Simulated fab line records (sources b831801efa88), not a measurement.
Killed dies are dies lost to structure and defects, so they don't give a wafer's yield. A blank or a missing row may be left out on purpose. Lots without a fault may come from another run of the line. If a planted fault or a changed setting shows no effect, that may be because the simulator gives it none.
Comparing a struck lot with a sound one	flow sky130	15 out of 708 route steps
Sound: these wafers, L339.1, L339.3, L339.5. Wafers struck: L342.1, L342.4, L342.5. The cause comes at the end.
Per side, at each step with rows, come the tool, then ch with its chambers, and then its first start. Under that, the readings that differ: sound wafers	struck wafers	difference of the means	sigmas: that difference in standard deviations of wafers without a fault.
alike: a reading whose means differ by less than 2 such deviations, as well as words and numbers matching on both sides. not compared: withheld readings; readings where some wafer has no value; bounds like >300 that might hide an equal value; numbers whose values overlap and for which the record gives no deviation.
A row with sigmas, a row that says differs or no value, or rows on one side alone: a step with any of these is where the two part. Numbers that don't overlap but have no deviation are shown without sigmas and don't part them. Lack of a reading on every wafer of one side parts them only where that side has two or more wafers.

first, 5 steps without rows for these wafers: SKY_SD_N_COAT_02 (resist thk 1140 nm); SKY_SD_N_SOFTBAKE_03 (time 60 s); SKY_SD_N_EXPOSE_04 (exposes mask NSDM, target cd 380 nm); SKY_SD_N_PEB_05; SKY_SD_N_DEVELOP_06 (develop time 60 s).
SKY_SD_N_CD_MEAS_07 targets a cd of 380 nm.
  sound on cdSem-02, day 29 09:34; struck on cdSem-01, day 30 09:23
  alike: cdNm
SKY_SD_N_OVL_MEAS_08:
  sound on overlay-02, day 29 09:41; struck on overlay-02, day 30 09:31
  alike: SD_N_OVL
then, 2 steps without rows for these wafers: SKY_SD_N_IMPLANT_09; SKY_SD_N_IMPLANT_10.
SKY_SD_N_STRIP_11: strips in O2/N2.
  sound on plasmaAsher-03 ch 0,1, day 29 10:01; struck on plasmaAsher-01 ch 0, day 30 09:51
  alike: drypumpMotorCurrentA, oesProductAu, stripTimeToEndpointS
  not compared: rfHoursCounterH
SKY_SD_N_TW_MEAS_12:
  sound on filmMetro-04, day 29 10:07; struck on filmMetro-03, day 30 09:57
  alike: SD_N_TW
then, 1 step without rows for these wafers: SKY_SD_N_CLEAN_13 (cleans in SC1/SC2, time 150 s).
SKY_SD_N_RTA_14: time 2 s.
  sound on rtpAnneal-02 ch 0, day 29 10:13; struck on rtpAnneal-02 ch 0, day 30 10:04
reading	sound	struck	difference	sigmas
lampPowerPct (%)	15.75 15.70 15.74	16.75 16.79 16.86	+1.07	+21
wafer_temp_C_max	1077.7 1078.0 1080.0	1125.2 1128.0 1126.9	+48.1	+40
  alike: rampUpCPerS
SKY_SD_N_RS_MEAS_16: measurement is done with a four-point probe.
  sound on filmMetro-03, day 29 10:24; struck on filmMetro-01, day 30 10:36
reading	sound	struck	difference	sigmas
SD_N_RS (ohm/sq)	68.34 68.49 68.43	59.62 59.60 59.66	-8.79	-80
  not compared: hold
SKY_PAD_OPEN_PROBE_99:
  rows exist in the record for the sound wafers here (prober-01, day 46 22:29), none for the struck ones

WHERE THEY PART
First at SKY_SD_N_RTA_14; last, within this record, at SKY_PAD_OPEN_PROBE_99.

WHY: the cause the simulator had injected
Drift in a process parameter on rtpAnneal-02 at SKY_SD_N_RTA_14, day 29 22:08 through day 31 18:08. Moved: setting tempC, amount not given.
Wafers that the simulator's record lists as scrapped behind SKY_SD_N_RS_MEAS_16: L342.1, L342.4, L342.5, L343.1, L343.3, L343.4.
